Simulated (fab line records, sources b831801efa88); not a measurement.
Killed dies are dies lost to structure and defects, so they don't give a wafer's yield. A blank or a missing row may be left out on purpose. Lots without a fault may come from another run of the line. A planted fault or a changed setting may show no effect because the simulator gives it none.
Which tool did it? | flow sky130 | 13 lots, 39 wafers sampled, at 4 steps of a route of 708

WHAT THE GAUGES READ, wafer by wafer
SKY_VT_ADJUST_HVTP_TW_MEAS_11. Usual: VT_ADJUST_HVTP_TW 1364, standard deviation 10.
lot  | measured     | on            | VT_ADJUST_HVTP_TW | flag
L869 | day 6 04:29  | film_metro-01 | 1378 1372 1376    |
L871 | day 6 16:06  | film_metro-03 | 1363 1364 1358    |
L873 | day 7 03:20  | film_metro-01 | 1369 1376 1373    |
L875 | day 7 16:50  | film_metro-01 | 1390 1379 1383    |
L878 | day 8 14:44  | film_metro-04 | 1350 1349 1363    |
L880 | day 9 06:14  | film_metro-03 | 1360 1365 1362    |
L881 | day 9 07:08  | film_metro-04 | 1352 1358 1354    |
L882 | day 9 13:52  | film_metro-03 | 1374 1366 1368    |
L886 | day 10 13:18 | film_metro-01 | 1384 1385 1387    |
L887 | day 11 00:42 | film_metro-01 | 1370 1371 1373    |
L889 | day 11 08:47 | film_metro-03 | 1350 1347 1338    |
L890 | day 11 12:52 | film_metro-04 | 1350 1357 1349    |
L891 | day 11 19:34 | film_metro-04 | 1355 1348 1352    |

SKY_VT_ADJUST_NCORE_CD_MEAS_07: target cd 380 nm. Usual: cd_nm 379.9 nm, standard deviation 2.5.
lot  | measured     | on        | cd_nm (nm)        | flag
L869 | day 8 17:44  | cd_sem-02 | 379.8 382.6 380.0 |
L871 | day 9 04:53  | cd_sem-02 | 381.1 380.8 383.0 |
L873 | day 9 17:04  | cd_sem-02 | 379.8 379.2 378.1 |
L875 | day 10 09:08 | cd_sem-02 | 377.1 376.8 374.8 |
L878 | day 11 09:01 | cd_sem-01 | 380.8 380.7 381.5 |
L880 | day 12 02:49 | cd_sem-02 | 381.9 381.1 380.6 |
L881 | day 12 03:33 | cd_sem-01 | 380.8 378.5 380.6 |
L882 | day 12 10:52 | cd_sem-02 | 383.1 381.1 381.6 |
L886 | day 13 12:34 | cd_sem-02 | 379.6 380.5 382.0 |
L887 | day 14 00:31 | cd_sem-02 | 379.3 379.7 377.6 |
L889 | day 14 09:02 | cd_sem-01 | 383.4 381.2 380.6 |
L890 | day 14 15:00 | cd_sem-01 | 376.2 375.9 379.0 |
L891 | day 14 21:36 | cd_sem-01 | 378.5 380.7 380.6 |

SKY_POLY_GATE_THK_MEAS_01. Usual: POLY_GATE_CVD_00_THK 180.1 nm, standard deviation 1.7.
lot  | measured     | on            | POLY_GATE_CVD_00_THK (nm) | flag
L869 | day 14 13:50 | film_metro-04 | 180.9 181.3 182.9         |
L871 | day 14 19:18 | film_metro-01 | 180.5 179.5 181.2         |
L873 | day 15 04:26 | film_metro-03 | 180.5 180.0 181.6         |
L875 | day 16 03:17 | film_metro-03 | 181.2 179.6 178.5         |
L878 | day 17 04:12 | film_metro-01 | 177.6 177.9 177.2         |
L880 | day 18 03:34 | film_metro-01 | 179.6 180.2 179.4         |
L881 | day 18 07:53 | film_metro-04 | 178.8 180.9 181.4         |
L882 | day 18 20:49 | film_metro-04 | 176.3 176.5 176.9         |
L886 | day 19 20:27 | film_metro-04 | 179.6 178.8 178.5         |
L887 | day 20 15:23 | film_metro-03 | 180.2 179.6 180.7         |
L889 | day 21 01:46 | film_metro-01 | 181.7 181.3 181.4         |
L890 | day 21 03:18 | film_metro-03 | 178.9 178.9 180.5         |
L891 | day 21 14:08 | film_metro-01 | 182.3 180.9 182.7         |

WHICH TOOL RAN EACH LOT (tool, then ch and the chambers of the sampled wafers, then the start)
lot  | SKY_FIELD_ISO_STRIP_16
L869 | plasma_asher-01 ch 0,1, day 2 08:00
L871 | plasma_asher-01 ch 0,1, day 2 16:27
L873 | plasma_asher-02 ch 0,1, day 3 03:12
L875 | plasma_asher-01 ch 0,1, day 3 12:17
L878 | plasma_asher-02 ch 0,1, day 4 06:08
L880 | plasma_asher-02 ch 0,1, day 4 19:56
L881 | plasma_asher-02 ch 0,1, day 4 21:01
L882 | plasma_asher-04 ch 0,1, day 5 00:29
L886 | plasma_asher-01 ch 0,1, day 5 20:42
L887 | plasma_asher-04 ch 0,1, day 6 06:39
L889 | plasma_asher-01 ch 0,1, day 6 15:11
L890 | plasma_asher-01 ch 0, day 6 17:35
L891 | plasma_asher-04 ch 0,1, day 6 23:21
- SKY_FIELD_ISO_STRIP_16: strips in O2/N2.

WHAT THE TOOLS THEMSELVES READ (means of the sampled wafers that have a number; where no wafer has one, the mark that the record gives instead)
SKY_FIELD_ISO_STRIP_16. Usual: drypump_motor_current_A 5.6 A, standard deviation 0.58; oes_product_au 0.377 a.u., standard deviation 0.0049; strip_time_to_endpoint_s 3.52 s, standard deviation 0.038.
lot  | tool            | drypump_motor_current_A (A) | oes_product_au (a.u.) | strip_time_to_endpoint_s (s) | flag
L869 | plasma_asher-01 | 6.1                         | 0.379                 | 3.48                         |
L871 | plasma_asher-01 | 6.1                         | 0.374                 | 3.50                         |
L873 | plasma_asher-02 | 4.9                         | 0.382                 | 3.52                         |
L875 | plasma_asher-01 | 6.1                         | 0.379                 | 3.54                         |
L878 | plasma_asher-02 | 4.9                         | 0.378                 | 3.50                         |
L880 | plasma_asher-02 | 4.9                         | 0.379                 | 3.51                         |
L881 | plasma_asher-02 | 4.8                         | 0.377                 | 3.51                         |
L882 | plasma_asher-04 | 5.3                         | 0.379                 | 3.55                         |
L886 | plasma_asher-01 | 6.1                         | 0.378                 | 3.53                         |
L887 | plasma_asher-04 | 5.2                         | 0.375                 | 3.49                         |
L889 | plasma_asher-01 | 6.1                         | 0.377                 | 3.50                         |
L890 | plasma_asher-01 | 6.2                         | 0.381                 | 3.52                         |
L891 | plasma_asher-04 | 5.3                         | 0.373                 | 3.50                         |

THE ANSWER, worked out from the rows above alone
Rule: a lot is off if the mean of its wafers that have a number lies more than 3 standard deviations from the usual mean. A lot without any number at a reading at which 4 lots or more have one is off too. The other lots that the step has rows for count as sound. The gauges are gone through in route order, then the tools' own readings, and for those a lot's mean is taken as printed above. The first step at which some lot is off is used, and at that step the reading that is off furthest; a lot without a number counts as furthest.
No lot is off at any reading shown: from this, nothing can be told.

WHAT THE SIMULATOR HAD PUT IN
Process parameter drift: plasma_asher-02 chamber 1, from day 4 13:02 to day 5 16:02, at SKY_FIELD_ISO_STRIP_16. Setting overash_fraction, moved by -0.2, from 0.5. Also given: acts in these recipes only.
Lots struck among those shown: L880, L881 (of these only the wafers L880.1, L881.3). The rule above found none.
